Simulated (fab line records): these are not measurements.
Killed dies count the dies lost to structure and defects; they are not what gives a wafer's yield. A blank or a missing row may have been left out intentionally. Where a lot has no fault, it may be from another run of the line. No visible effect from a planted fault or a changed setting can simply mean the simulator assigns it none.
Chamber matching	flow gf180mcu	cmp-02 running GF_V1_CMP_04: 3 sister chambers
The step polishes SiO2. 3 wafers are shown with their chamber, then 5 later ones without.

EACH WAFER AND ITS CHAMBER
wafer	chamber	motor current A (A)
L883.5	0	11.7
L884.3	1	11.7
L884.4	2	13.5

WAFERS WITHOUT THEIR CHAMBER
wafer	motor current A (A)
L884.6	12.9
L886.2	13.1
L886.4	12.1
L889.3	13.7
L889.6	13.2

WHICH CHAMBER EACH ONE RAN IN
wafer	from the rows above	in truth
L884.6	can't be placed: 2 or 0 or 1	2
L886.2	2	2
L886.4	can't be placed: 0 or 1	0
L889.3	2	2
L889.6	2	2
Correctly placed: 3 of 5. From these rows, 2 cannot be placed; in 2 the true chamber is one of the candidates. 0 placed wrongly.
How it was worked out, from the rows above alone: a wafer's distance from a chamber is the root of the sum, over the readings, of the square of ((its reading less the chamber's mean) divided by the reading's scatter). The wafer belongs to the nearest chamber; if the next one is less than 2 further off, it can't be placed. A chamber's mean is the mean of its shown wafers. The scatter (one wafer shown for each chamber): square how far every hidden wafer sits from the nearest shown wafer, average those squares and take the square root.
